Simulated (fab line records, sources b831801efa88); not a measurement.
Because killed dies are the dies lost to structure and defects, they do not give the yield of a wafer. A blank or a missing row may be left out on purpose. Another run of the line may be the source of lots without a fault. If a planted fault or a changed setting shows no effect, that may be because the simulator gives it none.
A sampling plan put to the test ; flow sky130 ; one fab line, 50 faults that these records tell of, each judged on the records of the lots that it struck
The plan is the line's own looks: the steps of the route at which a gauge or an inspection reads the wafer and doesn't change it. Where struck wafers have a number at a look and the file lists that look's usual mean and standard deviation on fault-free wafers, the look can be judged. Caught: 4 or more of those standard deviations (sigma) separate the usual mean from the mean of the struck wafers at a look after the fault's first step. On the tool: here the same test is run on the tool's own readings at the fault's steps. Also counted as caught: the struck wafers showing another recipe, or a record that is empty for them alone.

## THE FAULTS, as the simulator had put them in
1. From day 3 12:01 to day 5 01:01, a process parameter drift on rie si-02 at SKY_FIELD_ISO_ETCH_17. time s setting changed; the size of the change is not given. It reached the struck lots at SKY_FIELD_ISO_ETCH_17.
2. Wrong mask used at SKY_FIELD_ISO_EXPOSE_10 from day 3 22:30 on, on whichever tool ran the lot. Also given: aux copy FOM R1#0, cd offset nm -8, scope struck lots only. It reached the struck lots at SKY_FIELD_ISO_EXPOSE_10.
3. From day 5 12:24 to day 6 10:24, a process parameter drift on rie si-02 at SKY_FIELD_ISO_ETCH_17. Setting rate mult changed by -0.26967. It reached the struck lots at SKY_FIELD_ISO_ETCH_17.
4. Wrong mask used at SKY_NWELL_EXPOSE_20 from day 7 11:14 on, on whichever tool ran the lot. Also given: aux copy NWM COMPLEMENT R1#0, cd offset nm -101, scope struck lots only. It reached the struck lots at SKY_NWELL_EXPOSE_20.
5. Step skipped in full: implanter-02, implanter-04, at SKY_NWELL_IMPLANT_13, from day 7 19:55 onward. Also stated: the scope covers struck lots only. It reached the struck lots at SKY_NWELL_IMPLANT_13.
6. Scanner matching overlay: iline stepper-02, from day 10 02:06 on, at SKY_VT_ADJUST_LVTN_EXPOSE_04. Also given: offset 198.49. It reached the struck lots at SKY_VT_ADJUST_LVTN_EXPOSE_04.
7. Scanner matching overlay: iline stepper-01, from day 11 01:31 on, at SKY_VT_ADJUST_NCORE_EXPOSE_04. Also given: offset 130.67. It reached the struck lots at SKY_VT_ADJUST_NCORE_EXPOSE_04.
8. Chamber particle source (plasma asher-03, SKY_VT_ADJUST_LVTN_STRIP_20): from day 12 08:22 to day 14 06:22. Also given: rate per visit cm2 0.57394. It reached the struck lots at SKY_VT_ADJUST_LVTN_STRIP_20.
9. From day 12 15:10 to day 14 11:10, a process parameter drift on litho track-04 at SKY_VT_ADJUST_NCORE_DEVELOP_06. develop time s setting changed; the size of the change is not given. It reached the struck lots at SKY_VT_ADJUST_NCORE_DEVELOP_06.
10. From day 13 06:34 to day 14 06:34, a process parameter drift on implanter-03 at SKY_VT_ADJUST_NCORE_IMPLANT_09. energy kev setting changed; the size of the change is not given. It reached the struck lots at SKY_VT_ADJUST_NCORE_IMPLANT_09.
11. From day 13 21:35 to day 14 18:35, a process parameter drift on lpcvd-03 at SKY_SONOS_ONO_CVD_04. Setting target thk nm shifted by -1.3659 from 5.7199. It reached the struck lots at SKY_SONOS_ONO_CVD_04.
12. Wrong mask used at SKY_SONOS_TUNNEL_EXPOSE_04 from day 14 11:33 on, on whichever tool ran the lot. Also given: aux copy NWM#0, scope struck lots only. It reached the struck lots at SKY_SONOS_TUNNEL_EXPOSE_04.
13. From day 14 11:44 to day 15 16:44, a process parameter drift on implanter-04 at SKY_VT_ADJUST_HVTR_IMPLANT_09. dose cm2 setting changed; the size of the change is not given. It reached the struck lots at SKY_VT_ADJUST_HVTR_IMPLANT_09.
14. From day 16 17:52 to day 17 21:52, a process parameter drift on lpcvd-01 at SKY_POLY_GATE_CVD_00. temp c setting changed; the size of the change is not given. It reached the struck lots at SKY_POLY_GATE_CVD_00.
15. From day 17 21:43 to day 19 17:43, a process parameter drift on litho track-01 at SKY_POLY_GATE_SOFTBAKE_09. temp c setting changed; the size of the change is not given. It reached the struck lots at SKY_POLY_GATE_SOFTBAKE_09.
16. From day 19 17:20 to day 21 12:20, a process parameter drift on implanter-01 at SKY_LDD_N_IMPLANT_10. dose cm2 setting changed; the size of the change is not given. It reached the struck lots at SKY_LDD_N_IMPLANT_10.
17. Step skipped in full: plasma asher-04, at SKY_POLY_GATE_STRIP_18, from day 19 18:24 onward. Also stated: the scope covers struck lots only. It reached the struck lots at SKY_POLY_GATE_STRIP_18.
18. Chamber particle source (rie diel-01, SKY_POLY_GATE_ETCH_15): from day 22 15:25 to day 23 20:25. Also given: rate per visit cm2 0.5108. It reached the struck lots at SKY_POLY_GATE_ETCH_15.
19. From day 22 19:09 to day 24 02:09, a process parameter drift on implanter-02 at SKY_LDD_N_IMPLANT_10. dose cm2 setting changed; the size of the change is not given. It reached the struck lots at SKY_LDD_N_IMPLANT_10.
20. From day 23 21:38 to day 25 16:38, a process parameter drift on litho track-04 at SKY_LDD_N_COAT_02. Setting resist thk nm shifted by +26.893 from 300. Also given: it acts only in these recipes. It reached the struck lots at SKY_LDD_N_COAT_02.
21. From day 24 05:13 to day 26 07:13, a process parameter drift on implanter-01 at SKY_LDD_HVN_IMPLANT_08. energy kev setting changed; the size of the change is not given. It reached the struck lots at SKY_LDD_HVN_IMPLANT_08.
22. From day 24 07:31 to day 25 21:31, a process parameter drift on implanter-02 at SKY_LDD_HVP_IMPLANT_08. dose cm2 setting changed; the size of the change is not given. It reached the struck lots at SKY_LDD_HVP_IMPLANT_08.
23. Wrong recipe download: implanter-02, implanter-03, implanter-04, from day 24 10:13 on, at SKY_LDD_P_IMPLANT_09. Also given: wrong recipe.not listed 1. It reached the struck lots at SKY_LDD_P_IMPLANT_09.
24. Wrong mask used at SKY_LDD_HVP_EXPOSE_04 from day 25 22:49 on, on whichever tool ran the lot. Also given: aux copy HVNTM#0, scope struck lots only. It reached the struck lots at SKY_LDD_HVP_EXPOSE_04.
25. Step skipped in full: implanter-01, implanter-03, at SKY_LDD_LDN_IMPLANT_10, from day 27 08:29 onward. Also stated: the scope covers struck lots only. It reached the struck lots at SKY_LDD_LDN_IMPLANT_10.
26. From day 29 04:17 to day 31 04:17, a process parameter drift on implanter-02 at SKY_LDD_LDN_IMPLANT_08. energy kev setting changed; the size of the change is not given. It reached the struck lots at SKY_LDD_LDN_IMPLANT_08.
27. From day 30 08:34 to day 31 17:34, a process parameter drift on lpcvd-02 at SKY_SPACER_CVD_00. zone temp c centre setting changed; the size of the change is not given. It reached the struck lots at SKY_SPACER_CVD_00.
28. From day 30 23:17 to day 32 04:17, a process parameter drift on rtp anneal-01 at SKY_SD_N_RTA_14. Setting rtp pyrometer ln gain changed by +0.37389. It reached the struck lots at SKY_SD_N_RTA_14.
29. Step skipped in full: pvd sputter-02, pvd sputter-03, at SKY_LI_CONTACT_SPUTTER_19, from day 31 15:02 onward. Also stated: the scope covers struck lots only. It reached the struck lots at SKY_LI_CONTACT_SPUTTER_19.
30. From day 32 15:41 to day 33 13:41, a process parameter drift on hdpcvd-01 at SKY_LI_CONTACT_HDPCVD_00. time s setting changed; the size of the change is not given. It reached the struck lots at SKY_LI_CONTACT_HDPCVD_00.
31. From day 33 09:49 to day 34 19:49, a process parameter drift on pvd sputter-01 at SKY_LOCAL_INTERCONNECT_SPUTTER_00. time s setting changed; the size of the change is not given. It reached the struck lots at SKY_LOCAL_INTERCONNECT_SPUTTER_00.
32. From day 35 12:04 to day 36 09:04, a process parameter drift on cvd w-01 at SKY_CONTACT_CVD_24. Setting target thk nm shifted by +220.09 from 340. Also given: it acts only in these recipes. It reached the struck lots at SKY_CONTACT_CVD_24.
33. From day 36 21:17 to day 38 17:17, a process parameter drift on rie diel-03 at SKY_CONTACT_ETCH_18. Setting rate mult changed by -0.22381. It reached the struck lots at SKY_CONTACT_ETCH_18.
34. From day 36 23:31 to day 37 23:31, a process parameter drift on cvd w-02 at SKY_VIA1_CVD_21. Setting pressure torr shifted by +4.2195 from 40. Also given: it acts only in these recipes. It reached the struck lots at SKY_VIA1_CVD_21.
35. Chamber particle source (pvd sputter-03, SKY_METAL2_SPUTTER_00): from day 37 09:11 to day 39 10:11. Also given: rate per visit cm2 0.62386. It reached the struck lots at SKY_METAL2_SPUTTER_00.
36. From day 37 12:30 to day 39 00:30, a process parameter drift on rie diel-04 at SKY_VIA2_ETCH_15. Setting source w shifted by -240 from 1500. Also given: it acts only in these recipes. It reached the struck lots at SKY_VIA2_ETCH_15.
37. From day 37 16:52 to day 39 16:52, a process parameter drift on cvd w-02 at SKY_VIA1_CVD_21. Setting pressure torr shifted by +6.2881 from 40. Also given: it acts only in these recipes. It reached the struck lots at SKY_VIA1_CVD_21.
38. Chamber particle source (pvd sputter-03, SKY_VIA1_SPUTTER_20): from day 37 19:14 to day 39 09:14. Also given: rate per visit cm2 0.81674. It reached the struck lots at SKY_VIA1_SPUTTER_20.
39. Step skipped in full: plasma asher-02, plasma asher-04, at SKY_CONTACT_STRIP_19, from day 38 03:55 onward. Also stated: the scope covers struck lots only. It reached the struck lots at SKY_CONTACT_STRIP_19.
40. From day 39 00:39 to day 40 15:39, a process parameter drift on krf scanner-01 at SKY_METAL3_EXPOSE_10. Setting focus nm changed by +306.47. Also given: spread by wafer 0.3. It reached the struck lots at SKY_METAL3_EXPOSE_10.
41. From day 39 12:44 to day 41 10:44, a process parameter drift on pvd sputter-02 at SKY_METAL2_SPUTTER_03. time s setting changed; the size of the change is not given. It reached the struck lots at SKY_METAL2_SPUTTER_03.
42. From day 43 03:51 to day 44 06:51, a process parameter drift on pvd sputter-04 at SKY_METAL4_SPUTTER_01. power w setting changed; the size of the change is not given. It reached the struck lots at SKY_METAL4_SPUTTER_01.
43. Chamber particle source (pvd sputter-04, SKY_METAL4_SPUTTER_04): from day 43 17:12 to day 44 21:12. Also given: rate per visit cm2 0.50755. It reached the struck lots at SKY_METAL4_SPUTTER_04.
44. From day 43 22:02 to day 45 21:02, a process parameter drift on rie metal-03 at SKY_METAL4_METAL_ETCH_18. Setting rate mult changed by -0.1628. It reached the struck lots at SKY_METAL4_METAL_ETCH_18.
45. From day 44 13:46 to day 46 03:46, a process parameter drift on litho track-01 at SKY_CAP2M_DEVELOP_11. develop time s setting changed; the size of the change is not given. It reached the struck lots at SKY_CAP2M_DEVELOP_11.
46. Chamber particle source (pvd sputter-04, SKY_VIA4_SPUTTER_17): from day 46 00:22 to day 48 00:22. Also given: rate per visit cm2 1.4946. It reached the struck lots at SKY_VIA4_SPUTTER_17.
47. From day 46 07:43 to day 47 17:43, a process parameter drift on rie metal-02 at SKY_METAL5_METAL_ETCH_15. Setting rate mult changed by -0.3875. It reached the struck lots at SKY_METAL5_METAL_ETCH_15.
48. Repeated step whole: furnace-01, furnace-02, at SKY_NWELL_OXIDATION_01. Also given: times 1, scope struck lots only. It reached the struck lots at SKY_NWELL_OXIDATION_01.
49. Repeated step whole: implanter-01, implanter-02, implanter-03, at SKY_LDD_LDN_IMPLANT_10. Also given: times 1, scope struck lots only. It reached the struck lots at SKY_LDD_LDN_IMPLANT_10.
50. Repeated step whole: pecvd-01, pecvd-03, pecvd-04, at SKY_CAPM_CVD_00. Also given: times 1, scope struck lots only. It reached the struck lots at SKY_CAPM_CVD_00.

## WHAT THE PLAN SAW
fault;on the tool itself;first look that catches it;reading, sigma;median hours from its first step to that look;hours from the fault's start to the first struck lot there;judged looks passed uncaught
1;run length s -88 sigma;no look after it can be judged;-;-;-;0
2;no reading that can be judged;SKY_FIELD_ISO_CD_MEAS_13;cd nm -5.3;8.1;11;0
3;oes product au -25 sigma;none of the 2 looks that can be judged after it;-;-;-;2
4;under 2 sigma;no look after it can be judged;-;-;-;0
5;the tool's record is blank for the struck wafers;SKY_NWELL_RS_MEAS_29;NWELL_RS +15;20.8;25;0
6;under 2 sigma;SKY_VT_ADJUST_LVTN_OVL_MEAS_07;VT_ADJUST_LVTN_OVL +99 or beyond;11.2;15;0
7;under 2 sigma;SKY_VT_ADJUST_NCORE_OVL_MEAS_08;VT_ADJUST_NCORE_OVL +99 or beyond;12.0;16;0
8;under 2 sigma;not the one look that can be judged after it;-;-;-;1
9;no reading that can be judged;SKY_VT_ADJUST_NCORE_CD_MEAS_07;cd nm -5.4;0.1;7;0
10;beam energy keV -99 or beyond sigma;SKY_VT_ADJUST_NCORE_TW_MEAS_11;VT_ADJUST_NCORE_TW -9.1;0.2;9;0
11;no reading that can be judged;SKY_SONOS_ONO_THK_MEAS_05;SONOS_ONO_CVD_04_THK -10;1.3;6;0
12;under 2 sigma;SKY_SONOS_TUNNEL_TW_MEAS_12;SONOS_TUNNEL_TW -99 or beyond;12.8;16;0
13;dose ions cm2 -99 or beyond sigma;SKY_VT_ADJUST_HVTR_TW_MEAS_11;VT_ADJUST_HVTR_TW -17;0.2;6;0
14;spike tc bottom C -5.8 sigma;SKY_POLY_GATE_THK_MEAS_01;POLY_GATE_CVD_00_THK -14;1.2;5;0
15;plate temp C -61 sigma;none of the 2 looks that can be judged after it;-;-;-;2
16;dose ions cm2 -99 or beyond sigma;none of the 3 looks that can be judged after it;strongest: LDD_N_TW at SKY_LDD_N_TW_MEAS_17, -3.5;-;-;3
17;the tool's record is blank for the struck wafers;not the one look that can be judged after it;-;-;-;1
18;under 2 sigma;none of the 4 looks that can be judged after it;-;-;-;4
19;dose ions cm2 -99 or beyond sigma;no look after it can be judged;-;-;-;0
20;under 2 sigma;not the one look that can be judged after it;-;-;-;1
21;beam energy keV +99 or beyond sigma;SKY_LDD_HVN_TW_MEAS_10;LDD_HVN_TW +4.4;0.2;5;0
22;dose ions cm2 -99 or beyond sigma;SKY_LDD_HVP_TW_MEAS_10;LDD_HVP_TW -11;0.2;10;0
23;no reading that can be judged;SKY_LDD_P_TW_MEAS_11;LDD_P_TW -41;0.2;3;0
24;under 2 sigma;SKY_LDD_HVP_TW_MEAS_10;LDD_HVP_TW -99 or beyond;14.3;20;0
25;the tool's record is blank for the struck wafers;SKY_LDD_LDN_TW_MEAS_13;LDD_LDN_TW -15;0.4;5;0
26;beam energy keV +99 or beyond sigma;SKY_LDD_LDN_TW_MEAS_13;LDD_LDN_TW +4.8;0.7;19;0
27;spike tc centre C +8.9 sigma;SKY_SPACER_THK_MEAS_01;SPACER_CVD_00_THK +8.2;1.2;0;0
28;lamp power pct -24 sigma;SKY_SD_N_RS_MEAS_16;SD_N_RS +51;0.2;9;0
29;the tool's record is blank for the struck wafers;no look after it can be judged;-;-;-;0
30;run length s +42 sigma;SKY_LI_CONTACT_THK_MEAS_01;LI_CONTACT_HDPCVD_THK +9.1;0.1;7;0
31;under 2 sigma;SKY_LOCAL_INTERCONNECT_RS_MEAS_01;LOCAL_INTERCONNECT_TIN_RS +26;0.1;2;0
32;under 2 sigma;SKY_CONTACT_RS_MEAS_25;CONTACT_W_RS -34;0.2;6;0
33;under 2 sigma;no look after it can be judged;-;-;-;0
34;chamber pressure Torr +45 sigma;SKY_VIA1_RS_MEAS_22;VIA1_W_RS -5.1;0.1;4;0
35;under 2 sigma;no look after it can be judged;-;-;-;0
36;rf fwd power W -49 sigma;not the one look that can be judged after it;-;-;-;1
37;chamber pressure Torr +68 sigma;SKY_VIA1_RS_MEAS_22;VIA1_W_RS -7.0;0.2;4;0
38;under 2 sigma;not the one look that can be judged after it;-;-;-;1
39;the tool's record is blank for the struck wafers;no look after it can be judged;-;-;-;0
40;exposure dose mJ cm2 -38 sigma;SKY_METAL3_CD_MEAS_13;cd nm -10;12.4;47;0
41;under 2 sigma;no look after it can be judged;-;-;-;0
42;cathode dc power W -99 or beyond sigma;no look after it can be judged;-;-;-;0
43;under 2 sigma;not the one look that can be judged after it;-;-;-;1
44;under 2 sigma;not the one look that can be judged after it;-;-;-;1
45;no reading that can be judged;not the one look that can be judged after it;-;-;-;1
46;under 2 sigma;not the one look that can be judged after it;-;-;-;1
47;oes product au -29 sigma;no look after it can be judged;-;-;-;0
48;under 2 sigma;SKY_NWELL_THK_MEAS_02;NWELL_OXIDATION_THK +34;3.0;-;0
49;under 2 sigma;SKY_LDD_LDN_TW_MEAS_13;LDD_LDN_TW +12;0.7;-;0
50;under 2 sigma;SKY_CAPM_THK_MEAS_01;CAPM_CVD_00_THK +77;0.2;-;0
A dash: the fault isn't caught, or these records don't give the number.

Caught at a look: 27 of 50. Caught on the tool: 25 of 50. By one or the other: 38 of 50.
Faults caught by the tool alone: 1, 3, 15, 16, 17, 19, 29, 36, 39, 42, 47.
Caught at a look alone: faults 2, 6, 7, 9, 11, 12, 23, 24, 31, 32, 48, 49, 50.
Caught by neither: faults 4, 8, 18, 20, 33, 35, 38, 41, 43, 44, 45, 46.

## THINNER SAMPLING
Were the look that catches a fault to measure just every second or every third lot (counted by lot number), the first struck lot would, at worst, be measured this late:
fault;struck lots at that look, in order of time;every lot;every second lot;every third lot
2;L684;11 h;may miss it;may miss it
5;L552, L553, L554;25 h;31 h;35 h
6;L883, L885, L886;15 h;35 h;may miss all 3
7;L757, L758, L761, L763;16 h;20 h;may miss all 4
9;L266, L268;7 h;may miss all 2;may miss all 2
10;L120, L121;9 h;14 h;may miss all 2
11;L604, L605;6 h;10 h;may miss all 2
12;L164;16 h;may miss it;may miss it
13;L785, L786;6 h;10 h;may miss all 2
14;L575, L576, L577;5 h;16 h;23 h
21;L707, L709;5 h;may miss all 2;may miss all 2
22;L749, L751;10 h;may miss all 2;may miss all 2
23;L410, L411, L412, L413;3 h;9 h;21 h
24;L205;20 h;may miss it;may miss it
25;L216, L217;5 h;15 h;may miss all 2
26;L472, L475;19 h;34 h;may miss all 2
27;L303, L304, L305;0 h;2 h;7 h
28;L623, L625;9 h;may miss all 2;may miss all 2
30;L511, L512;7 h;11 h;may miss all 2
31;L658, L660;2 h;may miss all 2;may miss all 2
32;L522, L523;6 h;17 h;may miss all 2
34;L968, L969, L970;4 h;14 h;21 h
37;L180, L181, L182;4 h;9 h;20 h
40;L405;47 h;may miss it;may miss it
The hour figures run from when the fault began to the first measured lot among those it struck. 4 sigma limit: tested on the pooled struck wafers, so a lone lot may be under it. Other struck lots may not be in these records.

## THE LONGEST TIMED WAY FROM STEP TO LOOK
Fault 5: a median of 20.8 hours passes between SKY_NWELL_IMPLANT_13 and SKY_NWELL_RS_MEAS_29. No look between them can be judged.
